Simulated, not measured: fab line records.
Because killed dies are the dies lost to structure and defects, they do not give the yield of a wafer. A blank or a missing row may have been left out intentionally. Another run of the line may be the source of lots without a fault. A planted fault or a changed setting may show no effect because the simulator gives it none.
Which tool was responsible? -- flow sky130 -- 14 lots with 42 wafers sampled at 6 steps, on a route of 708 steps

WHAT THE GAUGES SHOWED, per wafer
SKY_POLY_CUT_CD_MEAS_08 targets a cd of 270 nm. Usual: cd_nm reads 270.2 nm (standard deviation 1.3).
lot,measured,on,cd_nm (nm),flag
L967,day 24 15:54,cd_sem-02,270.4 269.9 270.9,
L968,day 24 17:14,cd_sem-02,269.8 269.1 268.9,
L969,day 24 22:15,cd_sem-01,267.4 269.1 268.6,
L970,day 25 05:52,cd_sem-01,270.6 271.6 271.3,
L971,day 25 09:08,cd_sem-02,269.2 268.7 269.8,
L972,day 26 05:07,cd_sem-01,272.7 271.1 272.4,
L974,day 26 21:28,cd_sem-01,270.5 269.7 270.6,
L978,day 28 21:28,cd_sem-01,269.9 270.0 270.5,
L980,day 29 04:23,cd_sem-02,267.6 267.6 266.6,
L984,day 30 05:10,cd_sem-02,272.0 271.6 272.4,
L986,day 30 19:53,cd_sem-01,271.2 270.9 269.4,
L988,day 31 13:14,cd_sem-02,272.5 271.6 271.6,
L989,day 31 16:35,cd_sem-02,269.3 268.7 271.7,
L990,day 31 22:14,cd_sem-01,271.4 270.6 271.2,

SKY_SD_N_TW_MEAS_12. Usual: SD_N_TW gives 3997 (standard deviation 23).
lot,measured,on,SD_N_TW,flag
L967,day 28 08:23,film_metro-03,4002 4004 4012,
L968,day 28 09:58,film_metro-03,4022 3978 3999,
L969,day 28 14:46,film_metro-03,4014 4037 3992,
L970,day 28 21:35,film_metro-03,3999 3991 4001,
L971,day 29 00:36,film_metro-04,3978 4042 4007,
L972,day 29 20:02,film_metro-02,3961 3973 3972,
L974,day 30 12:05,film_metro-04,3966 3964 3976,
L978,day 32 07:28,film_metro-02,3976 3985 3980,
L980,day 32 14:53,film_metro-03,4010 4010 4027,
L984,day 33 15:37,film_metro-04,3989 3978 3980,
L986,day 34 05:25,film_metro-02,3964 4002 3972,
L988,day 34 22:30,film_metro-02,4000 3993 3999,
L989,day 35 00:34,film_metro-03,4054 4018 4017,
L990,day 35 06:22,film_metro-02,3994 3962 3991,

SKY_LOCAL_INTERCONNECT_RS_MEAS_01: measures by four-point-probe. Usual: LOCAL_INTERCONNECT_TIN_RS gives 14.05 ohm/sq (standard deviation 0.13).
lot,measured,on,LOCAL_INTERCONNECT_TIN_RS (ohm/sq),flag
L967,day 29 15:03,film_metro-01,13.99 13.99 13.98,
L968,day 29 16:49,film_metro-02,14.09 14.00 14.04,
L969,day 29 22:27,film_metro-01,13.95 13.99 13.80,
L970,day 30 03:16,film_metro-04,14.14 14.14 14.23,
L971,day 30 06:53,film_metro-01,13.95 14.08 14.03,
L972,day 31 01:25,film_metro-04,14.28 14.18 14.08,
L974,day 31 17:40,film_metro-01,13.94 14.18 13.86,
L978,day 33 13:26,film_metro-04,12.01 11.96 12.04,OFF
L980,day 33 19:55,film_metro-01,12.05 11.99 11.91,OFF
L984,day 34 20:25,film_metro-01,13.83 13.82 13.64,
L986,day 35 10:04,film_metro-01,14.06 13.98 13.95,
L988,day 36 01:56,film_metro-01,13.95 14.14 13.95,
L989,day 36 04:03,film_metro-02,14.34 14.28 14.21,
L990,day 36 11:16,film_metro-01,14.08 14.14 14.07,

SKY_LOCAL_INTERCONNECT_THK_MEAS_02: measures by xrf. Usual: LOCAL_INTERCONNECT_TIN_THK gives 98.7 nm (standard deviation 1.2).
lot,measured,on,LOCAL_INTERCONNECT_TIN_THK (nm),flag
L967,day 29 15:10,film_metro-01,98.7 99.3 98.8,
L968,day 29 16:55,film_metro-02,97.5 97.6 97.6,
L969,day 29 22:32,film_metro-01,99.6 99.2 100.2,
L970,day 30 03:23,film_metro-04,98.4 98.1 97.8,
L971,day 30 07:00,film_metro-01,99.8 99.0 99.6,
L972,day 31 01:32,film_metro-04,97.8 98.2 99.3,
L974,day 31 17:47,film_metro-01,99.4 98.6 100.3,
L978,day 33 13:33,film_metro-04,115.0 115.2 114.2,OFF
L980,day 33 20:02,film_metro-01,114.2 115.3 116.0,OFF
L984,day 34 20:31,film_metro-01,100.9 101.1 102.0,
L986,day 35 10:11,film_metro-01,98.7 99.1 99.6,
L988,day 36 02:02,film_metro-01,99.9 98.4 99.9,
L989,day 36 04:10,film_metro-02,95.7 95.8 96.6,
L990,day 36 11:23,film_metro-01,99.3 98.5 98.9,

WHAT TOOL EACH LOT RAN ON (gives the tool, then ch and the chambers of the sampled wafers, and finally the start)
lot,SKY_RES_XHIGH_STRIP_08,SKY_LOCAL_INTERCONNECT_SPUTTER_00
L967,"plasma_asher-03 ch 0,1, day 27 03:44","pvd_sputter-03, day 29 14:59"
L968,"plasma_asher-04 ch 1, day 27 05:27","pvd_sputter-03, day 29 16:43"
L969,"plasma_asher-03 ch 0,1, day 27 10:28","pvd_sputter-03, day 29 22:19"
L970,"plasma_asher-04 ch 0,1, day 27 16:39","pvd_sputter-03, day 30 03:13"
L971,"plasma_asher-04 ch 0,1, day 27 20:21","pvd_sputter-04, day 30 06:49"
L972,"plasma_asher-01 ch 0,1, day 28 14:19","pvd_sputter-04, day 31 01:22"
L974,"plasma_asher-01 ch 0,1, day 29 07:27","pvd_sputter-01, day 31 17:35"
L978,"plasma_asher-03 ch 0,1, day 31 04:36","pvd_sputter-03, day 33 13:22"
L980,"plasma_asher-04 ch 0,1, day 31 12:05","pvd_sputter-03, day 33 19:50"
L984,"plasma_asher-03 ch 0,1, day 32 12:09","pvd_sputter-01, day 34 20:20"
L986,"plasma_asher-04 ch 0,1, day 33 02:54","pvd_sputter-04, day 35 09:59"
L988,"plasma_asher-03 ch 0,1, day 33 18:59","pvd_sputter-01, day 36 01:50"
L989,"plasma_asher-03 ch 0,1, day 33 21:57","pvd_sputter-01, day 36 03:59"
L990,"plasma_asher-04 ch 0,1, day 34 04:07","pvd_sputter-01, day 36 11:11"
- SKY_RES_XHIGH_STRIP_08: strips in O2/N2.
- SKY_LOCAL_INTERCONNECT_SPUTTER_00: material TiN, target thk 100 nm, time 83.3 s.

WHAT THE TOOLS THEMSELVES READ (means of the sampled wafers that have a number; where no wafer has one, the mark that the record gives instead)
SKY_RES_XHIGH_STRIP_08. Usual: drypump_motor_current_A 5.54 A, standard deviation 0.25; n2_flow_sccm 300.1 sccm, standard deviation 0.8; oes_product_au 0.711 a.u., standard deviation 0.0045; strip_time_to_endpoint_s 14.28 s, standard deviation 0.045.
lot,tool,drypump_motor_current_A (A),n2_flow_sccm (sccm),oes_product_au (a.u.),strip_time_to_endpoint_s (s),flag
L967,plasma_asher-03,5.31,300.4,0.713,14.21,
L968,plasma_asher-04,5.85,300.1,0.711,14.37,
L969,plasma_asher-03,5.33,300.1,0.713,14.33,
L970,plasma_asher-04,5.80,298.9,0.711,14.28,
L971,plasma_asher-04,5.75,300.4,0.709,14.29,
L972,plasma_asher-01,5.67,299.8,0.711,14.25,
L974,plasma_asher-01,5.64,300.5,0.714,14.27,
L978,plasma_asher-03,5.32,299.2,0.710,14.27,
L980,plasma_asher-04,5.81,300.2,0.705,14.21,
L984,plasma_asher-03,5.33,299.6,0.711,14.31,
L986,plasma_asher-04,5.75,300.0,0.712,14.27,
L988,plasma_asher-03,5.34,299.8,0.705,14.25,
L989,plasma_asher-03,5.28,300.3,0.714,14.32,
L990,plasma_asher-04,5.81,300.2,0.713,14.24,

SKY_LOCAL_INTERCONNECT_SPUTTER_00. Usual: cathode_dc_power_W 6500.0 W, standard deviation 1.1; throttle_valve_pct 29.9 %, standard deviation 0.9.
lot,tool,cathode_dc_power_W (W),throttle_valve_pct (%),flag
L967,pvd_sputter-03,6499.4,29.8,
L968,pvd_sputter-03,6499.7,28.4,
L969,pvd_sputter-03,6501.2,30.0,
L970,pvd_sputter-03,6500.2,30.1,
L971,pvd_sputter-04,6500.6,30.2,
L972,pvd_sputter-04,6500.0,29.8,
L974,pvd_sputter-01,6500.8,30.3,
L978,pvd_sputter-03,7596.8,28.8,OFF
L980,pvd_sputter-03,7598.4,29.1,OFF
L984,pvd_sputter-01,6499.9,30.3,
L986,pvd_sputter-04,6499.9,30.5,
L988,pvd_sputter-01,6499.7,30.6,
L989,pvd_sputter-01,6499.7,30.2,
L990,pvd_sputter-01,6499.9,30.2,

THE ANSWER, worked out from the rows above alone
Rule: take the mean of a lot's wafers that have a number; if it is more than 3 standard deviations from the usual mean, the lot is off. Also off: a lot with no number at a reading for which 4 or more lots have one. Any other lot the step has rows for is counted as sound. After the gauges, taken in route order, come the tools' own readings; for these a lot's mean is taken, as printed above. At the first step where some lot is off, the reading lying furthest off is the one used; lots without a number count as furthest.
Off: at SKY_LOCAL_INTERCONNECT_RS_MEAS_01 (LOCAL_INTERCONNECT_TIN_RS), L978, L980.
A tool fits if, at a process step before that reading, it ran every lot that is off, and no sound lot after the first of them. Not tried: the gauges at SKY_LOCAL_INTERCONNECT_RS_MEAS_01; whatever is off there is also off at SKY_LOCAL_INTERCONNECT_SPUTTER_00, on other tools, and gauge error can't account for it. One fits: SKY_LOCAL_INTERCONNECT_SPUTTER_00 on pvd_sputter-03. Its last sound lot is L970 (day 30 03:13), its first lot that is off L978 (day 33 13:22): a fault that began between those two fits.
On the lots that are off, the tool's own readings at SKY_LOCAL_INTERCONNECT_SPUTTER_00 differ by more than 5 times the standard deviation of the sound lots' means, which bears it out; cathode_dc_power_W reads 7597.6 W there versus 6500.1 W on the sound lots.

WHAT WAS PUT IN BY THE SIMULATOR
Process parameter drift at SKY_LOCAL_INTERCONNECT_SPUTTER_00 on pvd_sputter-03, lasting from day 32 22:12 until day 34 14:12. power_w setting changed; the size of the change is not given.
Struck lots among those shown: L978, L980. Same finding as the rule above.
